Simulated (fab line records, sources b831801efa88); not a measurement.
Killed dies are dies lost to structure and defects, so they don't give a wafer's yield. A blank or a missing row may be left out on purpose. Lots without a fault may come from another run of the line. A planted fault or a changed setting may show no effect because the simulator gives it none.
Problem report in the 8D (eight disciplines) form, filled by code | flow gf180mcu | the parts of the form that need people (team, actions taken, sign-off) are left out

1. THE PROBLEM
strip_time_to_endpoint_s at GF_M5_STRIP_11 reads a mean of 6.62 s on 6 wafers of 2 lots; wafers without a fault read 7.54 s with a standard deviation of 0.045. That is -20 standard deviations from the usual mean.
The step: strips in O2/N2.
First seen on wafer L532.1, day 30 02:56, on plasma_asher-02. The record holds 33 wafers of 11 lots with a number at this step. Rule for "out", or "out of limits": more than 4 standard deviations from the usual mean. The other wafers with a number count as sound.

2. WHAT IT IS AND WHAT IT IS NOT
question                    | is                                       | is not
which readings at this step | strip_time_to_endpoint_s, oes_product_au | drypump_motor_current_A, heater_power_w, platen_temp_c
which lots                  | L532, L535                               | L520, L521, L524, L526, L527, L528, L529, L534, L540
which wafers of those lots  | all that have a number                   | -
read on which tools         | plasma_asher-02                          | plasma_asher-03, plasma_asher-04
when                        | from day 30 02:56                        | up to then (21 sound wafers); but 6 sound wafers of L534, L540 came after

3. SUSPECTS, AND WHAT RULES EACH OUT
Counting: a tool at a process step up to the reading stays a suspect if it ran every lot that is out and no sound lot after the first of them.
- rie_metal-04 at GF_M5_METAL_ETCH_10 (etches the open film in Cl2/BCl3, stops on SiO2, target depth 627.5 nm, time 104.6 s): kept. It ran every lot that is out, first L532 (day 30 02:50), and no sound lot after that; its last sound lot up to then is L529 (day 29 02:54).
- plasma_asher-02 at GF_M5_STRIP_11 (strips in O2/N2): kept. It ran every lot that is out, first L532 (day 30 02:56), and no sound lot after that; its last sound lot up to then is L529 (day 29 03:01). Its own readings are out on those wafers: oes_product_au, strip_time_to_endpoint_s.
Left after counting: rie_metal-04 at GF_M5_METAL_ETCH_10, plasma_asher-02 at GF_M5_STRIP_11.

4. THE CAUSE (what the simulator had put in)
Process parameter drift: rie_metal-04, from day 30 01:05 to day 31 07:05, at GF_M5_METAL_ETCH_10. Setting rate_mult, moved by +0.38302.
Counting left 2 suspects, and this tool is among them.

5. THE CHAIN OF EFFECTS, in route order
Each row: a reading whose mean over the struck wafers that have a number lies more than 3 standard deviations from the usual. Only readings for which the record gives a usual standard deviation are gone through. hours: the time from each lot's start at the first step in this table that gives one to its start at this step, as a median over the lots. sigmas: the change in usual standard deviations.
hours | step           | reading                  | usual      | on struck wafers | change | sigmas
0     | GF_M5_STRIP_11 | oes_product_au           | 0.544 a.u. | 0.508            | -0.036 | -7.1
0     | GF_M5_STRIP_11 | strip_time_to_endpoint_s | 7.54 s     | 6.62             | -0.92  | -20
The process steps in it:
- GF_M5_STRIP_11: strips in O2/N2.

6. WHAT WOULD HAVE CAUGHT IT SOONER
In this record the first reading out of limits was taken at day 30 02:56, 2 hours after the fault began at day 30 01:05.
Of the tool readings at GF_M5_METAL_ETCH_10 for which the record gives a usual standard deviation, none was out on any struck wafer, so an alarm limit of 4 standard deviations on them would not have fired.
Of the lots that are out (2), L535 began GF_M5_METAL_ETCH_10 on rie_metal-04 after day 30 02:56. A hold on the tool at that time would have spared it.
